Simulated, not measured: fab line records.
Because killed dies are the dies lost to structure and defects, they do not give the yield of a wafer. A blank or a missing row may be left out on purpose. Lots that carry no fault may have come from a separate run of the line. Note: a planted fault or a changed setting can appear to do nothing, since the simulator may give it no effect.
Split-lot trial | flow sfq_line | route with 325 steps; 5 lots, 23 wafers read

## THE SPLIT ITSELF
At SFQ_TRILAYER_I4_VIA_BARC_OPEN_VIA_ETCH_146 (etches BARC in O2, target depth 125 nm, time 41.7 s), the setting time_s was moved away from the recipe's 41.7 s on 8 of the 23 wafers read, by -13.2% to +14.6%. All remaining wafers had this setting at the recipe value.

The split's own step is where the reading is taken.

## THE READING
oes_product_au, in a.u., at SFQ_TRILAYER_I4_VIA_BARC_OPEN_VIA_ETCH_146 (etches BARC in O2, target depth 125 nm, time 41.7 s). Typical for fault-free wafers on this fab line: 0.685 a.u., with standard deviation 0.0051 a.u.

wafer  | tool, chamber at the split | time_s as run, s | against the recipe | oes_product_au, a.u. | against lot-mates on the recipe
L076.1 | rie_diel-03, 2             | 41.7             | recipe             | 0.691                | -
L076.2 | rie_diel-03, 0             | 41.7             | recipe             | 0.681                | -
L076.3 | rie_diel-03, 3             | 41.7             | recipe             | 0.686                | -
L076.4 | rie_diel-03, 1             | 43.92            | +5.3%              | 0.678                | -0.008
L076.5 | rie_diel-03, 2             | 43.92            | +5.3%              | 0.681                | -0.005
L077.1 | rie_diel-01, 0             | 41.7             | recipe             | 0.687                | -
L077.2 | rie_diel-01, 1             | 41.7             | recipe             | 0.687                | -
L077.3 | rie_diel-01, 3             | 44.48            | +6.7%              | 0.678                | -0.010
L077.4 | rie_diel-01, 2             | 41.7             | recipe             | 0.691                | -
L077.6 | rie_diel-01, 0             | 44.48            | +6.7%              | 0.678                | -0.010
L080.1 | rie_diel-03, 1             | 41.7             | recipe             | 0.685                | -
L080.3 | rie_diel-03, 3             | 41.7             | recipe             | 0.686                | -
L080.6 | rie_diel-03, 2             | 41.7             | recipe             | 0.683                | -
L083.1 | rie_diel-01, 1             | 47.77            | +14.6%             | 0.667                | -0.018
L083.3 | rie_diel-01, 2             | 41.7             | recipe             | 0.678                | -
L083.4 | rie_diel-01, 0             | 47.77            | +14.6%             | 0.663                | -0.022
L083.5 | rie_diel-01, 2             | 41.7             | recipe             | 0.694                | -
L083.6 | rie_diel-01, 3             | 41.7             | recipe             | 0.683                | -
L084.1 | rie_diel-02, 2             | 36.19            | -13.2%             | 0.728                | +0.042
L084.2 | rie_diel-02, 3             | 41.7             | recipe             | 0.688                | -
L084.4 | rie_diel-02, 1             | 41.7             | recipe             | 0.691                | -
L084.5 | rie_diel-02, 3             | 41.7             | recipe             | 0.679                | -
L084.6 | rie_diel-02, 0             | 36.19            | -13.2%             | 0.731                | +0.045

FIT RESULTS
A straight line over all 23 wafers: oes_product_au changes by -0.0022 a.u. for each +1% of time_s; r = -0.91; the points scatter about the line by 0.0065 a.u.
The same after taking each lot's own level away (the mean of its wafers on the recipe; 23 wafers): -0.0022 a.u. for each +1%; r = -0.91; scatter 0.0064 a.u.
That fit puts the effect of the largest move of time_s on the reading at 0.032 a.u.
The span of the lots' own levels, 0.6847 to 0.6883 a.u., comes to 0.7 times the standard deviation stated above.
Hence the lot-to-lot level has little effect on the slope; both slopes agree.
Check: with one of the wafers moved furthest among these (+14.6%) left out of the fit, the line predicts -0.0325 a.u. for it against its lot-mates. It came out at -0.018 a.u. against them.
Tool readings at the split's step, against how far the setting was moved: oes_product_au r = -0.91.

## THE WHOLE CHAIN: every reading that the file lists as answering this split, in the file's order
step                                       | what it does                                          | reading                                                                                       | change (the file's fit)                   | r (the file's)
SFQ_TRILAYER_I4_VIA_BARC_OPEN_VIA_ETCH_146 | etches BARC in O2, target depth 125 nm, time 41.7 s   | oes_product_au                                                                                | -0.00212 a.u. for each +1% of the setting | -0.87
SFQ_TRILAYER_I4_VIA_BARC_OPEN_VIA_ETCH_146 | etches BARC in O2, target depth 125 nm, time 41.7 s   | KrF_of_TRILAYER_I4_VIA_LITHO_COAT_103.thk_nm (the simulator's own value, which no gauge read) | -0.628 nm for each +1% of the setting     | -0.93
SFQ_TRILAYER_I4_VIA_ETCH_VIA_ETCH_106      | etches SiO2 in CHF3, stops on Nb, target depth 260 nm | KrF_of_TRILAYER_I4_VIA_LITHO_COAT_103.thk_nm (the simulator's own value, which no gauge read) | -0.645 nm for each +1% of the setting     | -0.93

## THE FILE'S OWN FIT
oes_product_au changes by -0.00212 a.u. for each +1% of time_s, r = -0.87.
